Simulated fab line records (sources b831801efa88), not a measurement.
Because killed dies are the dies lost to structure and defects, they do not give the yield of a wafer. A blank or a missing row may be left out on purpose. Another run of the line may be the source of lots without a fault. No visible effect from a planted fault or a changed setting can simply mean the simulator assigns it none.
Which tool was responsible? | flow sky130 | 33 wafers from 11 lots sampled at 3 of the route's 708 steps

## WHAT THE GAUGES SHOWED, per wafer
SKY_LI_CONTACT_BOW_MEAS_03.
lot  | measured     | on            | LI_CONTACT_BOW (um)
L370 | day 29 05:37 | film metro-03 | 53 66 56
L371 | day 29 10:02 | film metro-03 | 62 56 59
L373 | day 29 17:55 | film metro-01 | 52 54 52
L375 | day 29 19:14 | film metro-01 | 64 49 53
L379 | day 31 03:37 | film metro-03 | 61 56 54
L380 | day 31 07:38 | film metro-03 | 66 67 75
L381 | day 31 16:56 | film metro-04 | 78 79 75
L382 | day 32 00:32 | film metro-03 | 56 59 64
L389 | day 34 05:56 | film metro-04 | 62 50 57
L390 | day 34 19:21 | film metro-01 | 65 55 50
L391 | day 35 15:34 | film metro-01 | 61 60 43

## EACH LOT AND THE TOOL THAT RAN IT (in order: tool; ch and the chambers of the sampled wafers; start)
lot  | SKY_SD_N_STRIP_11                    | SKY_LI_CONTACT_CMP_02
L370 | plasma asher-02 ch 0,1, day 29 04:20 | cmp-01 ch 0,1,3, day 29 05:16
L371 | plasma asher-04 ch 0,1, day 29 08:34 | cmp-01 ch 0,2,3, day 29 09:44
L373 | plasma asher-04 ch 0,1, day 29 16:29 | cmp-01 ch 1,2,3, day 29 17:39
L375 | plasma asher-03 ch 0,1, day 29 17:59 | cmp-02 ch 0,1,2, day 29 19:02
L379 | plasma asher-03 ch 0,1, day 31 02:23 | cmp-02 ch 0,2,3, day 31 03:20
L380 | plasma asher-02 ch 0,1, day 31 06:25 | cmp-02 ch 0,1,2, day 31 07:29
L381 | plasma asher-04 ch 0,1, day 31 15:43 | cmp-01 ch 1,2,3, day 31 16:38
L382 | plasma asher-04 ch 0,1, day 31 23:19 | cmp-01 ch 2,3, day 32 00:14
L389 | plasma asher-03 ch 0,1, day 34 04:43 | cmp-01 ch 0,2,3, day 34 05:41
L390 | plasma asher-04 ch 0,1, day 34 18:07 | cmp-01 ch 0,2, day 34 19:02
L391 | plasma asher-02 ch 1, day 35 14:20   | cmp-01 ch 0,1, day 35 15:16
- SKY_SD_N_STRIP_11: strips in O2/N2.
- SKY_LI_CONTACT_CMP_02: polishes PSG.

## THE ANSWER, worked out from the rows above alone
Rule: what is usual is taken from the lots themselves. Put in order of their means at a reading, lots are off if they are a third of the lots or fewer, leave a main group of 4 or more, and stand apart from it by a gap of 3 or more times the standard deviation of the main group's means; of several such gaps the widest counts. A main group is skipped when, at the precision printed for the reading in the tables above, its means are all equal. Also off: a lot with no number at a reading for which 4 or more lots have one. The other lots that the step has rows for count as sound.
Off: L380, L381, seen at SKY_LI_CONTACT_BOW_MEAS_03 (LI_CONTACT_BOW). Mean 57 um and standard deviation 2.1 in the main group.
A tool fits if, at a process step before that reading, it ran every lot that is off, and no sound lot after the first of them. The gauges at SKY_LI_CONTACT_BOW_MEAS_03 are tried like those tools. None of those tried fits.

## WHAT THE SIMULATOR HAD PUT IN
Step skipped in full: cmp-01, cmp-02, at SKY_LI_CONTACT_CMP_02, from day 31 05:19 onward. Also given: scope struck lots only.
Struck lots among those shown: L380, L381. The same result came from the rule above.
